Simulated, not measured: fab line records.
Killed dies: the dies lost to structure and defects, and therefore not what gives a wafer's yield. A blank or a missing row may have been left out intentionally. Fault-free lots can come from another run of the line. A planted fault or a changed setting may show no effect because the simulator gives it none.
Struck lot and sound lot, side by side || flow sky130 || 20 steps out of a route of 708
Sound: the wafers L157.2, L157.4, L157.5. Wafers struck: L165.1, L165.4, L165.5. At the end, the cause is stated.
At each step with rows: each side's tool, then ch and its chambers, then its first start. Under that, the readings that differ: sound wafers || struck wafers || difference of the means || sigmas: that difference in standard deviations of wafers without a fault.
alike: readings whose means differ by less than 2 such deviations, and words and numbers that are the same on both sides. not compared: withheld readings, readings that some wafer has no value for, bounds like >300 that may hide the same value, and numbers for which the record gives no deviation and whose values overlap.
Wherever a step has rows on one side only, a row that says differs or no value, or a row with sigmas, the two part there. Numbers that have no deviation but don't overlap get no sigmas and don't part them. A reading missing from all wafers of one side parts the sides only when that side holds two or more wafers.

first, 1 step without rows for these wafers: SKY_RES_XHIGH_IMPLANT_07.
SKY_RES_XHIGH_STRIP_08: strips in O2/N2.
  sound on plasma asher-04 ch 0, day 28 12:08; struck on plasma asher-03 ch 0,1, day 30 23:07
{"reading": "drypump motor current A (A)", "sound": "6.6 6.6 6.7", "struck": "5.3 5.5 5.5", "difference": -1.2, "sigmas": -2}
  alike: oes product au, strip time to endpoint s
  not compared: rf hours counter h
SKY_RES_XHIGH_TW_MEAS_09:
  sound on film metro-02, day 28 12:14; struck on film metro-01, day 30 23:13
  alike: RES_XHIGH_TW
then, 7 steps without rows for these wafers: SKY_SD_N_DEHYDRATE_00 (time 60 s); SKY_SD_N_HMDS_01 (prime time 60 s); SKY_SD_N_COAT_02 (resist thk 1140 nm); SKY_SD_N_SOFTBAKE_03 (time 60 s); SKY_SD_N_EXPOSE_04 (exposes mask NSDM, target cd 380 nm); SKY_SD_N_PEB_05; SKY_SD_N_DEVELOP_06 (develop time 60 s).
SKY_SD_N_CD_MEAS_07: target cd 380 nm.
  sound on cd sem-01, day 29 16:49; struck on cd sem-01, day 32 03:25
  alike: cd nm
SKY_SD_N_OVL_MEAS_08:
  sound on overlay-01, day 29 16:55; struck on overlay-02, day 32 03:32
{"reading": "SD_N_OVL (nm)", "sound": "0.8 3.1 1.4", "struck": "-2.7 -2.7 -3.4", "difference": -4.7, "sigmas": -3}
SKY_SD_N_IMPLANT_09:
  sound on implanter-03 ch 0, day 29 16:58; struck on implanter-02 ch 0, day 32 03:35
{"reading": "beam energy keV", "sound": "49.991 49.998 49.966", "struck": "44.181 44.187 44.141", "difference": -5.815, "sigmas": "-99 or more"}
{"reading": "model.implant.rp nm (nm)", "sound": "31.54 31.54 31.54", "struck": "28.94 28.94 28.94", "difference": -2.60, "sigmas": ""}
{"reading": "model.implant.drp nm (nm)", "sound": "14.11 14.11 14.11", "struck": "12.87 12.87 12.87", "difference": -1.24, "sigmas": ""}
after that, 1 step had no rows for these wafers: SKY_SD_N_IMPLANT_10.
SKY_SD_N_STRIP_11: strips in O2/N2.
  sound on plasma asher-02 ch 0,1, day 29 17:14; struck on plasma asher-01 ch 0,1, day 32 03:53
{"reading": "oes product au (a.u.)", "sound": "0.526 0.532 0.518", "struck": "0.534 0.537 0.540", "difference": "+0.012", "sigmas": "+3"}
{"reading": "strip time to endpoint s (s)", "sound": "22.60 22.61 22.64", "struck": "21.67 21.65 21.64", "difference": -0.96, "sigmas": -21}
  alike: drypump motor current A
  not compared: rf hours counter h
SKY_SD_N_TW_MEAS_12:
  sound on film metro-02, day 29 17:21; struck on film metro-04, day 32 03:59
  alike: SD_N_TW
  not compared: hold
SKY_SD_N_RTA_14: time 2 s.
  sound on rtp anneal-02 ch 0, day 29 17:28; struck on rtp anneal-01 ch 0, day 32 04:05
{"reading": "anneal temp c max", "sound": "1085.2 1086.6 1084.0", "struck": "1081.8 1080.1 1079.0", "difference": -5.0, "sigmas": -3}
  alike: lamp power pct, wafer_temp_C_max
SKY_SD_N_RS_MEAS_16: measurement is done with a four-point probe.
  sound on film metro-01, day 29 17:40; struck on film metro-02, day 32 04:37
{"reading": "SD_N_RS (ohm/sq)", "sound": "68.75 68.70 68.49", "struck": "73.14 72.93 73.12", "difference": "+4.42", "sigmas": "+40"}
  not compared: hold
SKY_SD_N_RS_MEAS_17: measurement is done with a four-point probe.
  sound on film metro-01, day 29 17:47; struck on film metro-02, day 32 06:46
{"reading": "hold", "sound": "- - -", "struck": "await dispo/2.0h/release await dispo/2.0h/release await dispo/2.0h/release", "difference": "no value on the sound wafers", "sigmas": ""}
  alike: SD_P_RS
-- record jumps: 17 days separate the struck wafers' starts on either side; left off in module SD_N, taken up again in module PAD_OPEN, whose first shown step is the route's number 708 --
SKY_PAD_OPEN_PROBE_99:
  sound on prober-01, day 47 09:38; struck on prober-02, day 49 02:17
{"reading": "model.etest.res ndiff.line ohm um", "sound": "771.5 770.5 772.5", "struck": "799.5 808.1 792.3", "difference": "+28.5", "sigmas": ""}
{"reading": "model.etest.res ndiff.rs ohm sq", "sound": "121.4 120.9 119.8", "struck": "126.7 126.2 125.8", "difference": "+5.5", "sigmas": ""}
{"reading": "model.etest.res ndiff hv.rs ohm sq", "sound": "115.3 114.2 113.9", "struck": "121.1 120.5 119.8", "difference": "+6.0", "sigmas": ""}
  alike: killed_at_M0_to_M3, killed_at_M4_up, killed at contacts, killed at front end, killed at other, killed dies, killed open, killed short

## WHERE THEY PART
At SKY_RES_XHIGH_STRIP_08 first; at SKY_SD_N_RS_MEAS_17 last (within this record only). Later steps at which nothing parts them and some readings are alike: SKY_PAD_OPEN_PROBE_99.

WHY: whatever the simulator had introduced
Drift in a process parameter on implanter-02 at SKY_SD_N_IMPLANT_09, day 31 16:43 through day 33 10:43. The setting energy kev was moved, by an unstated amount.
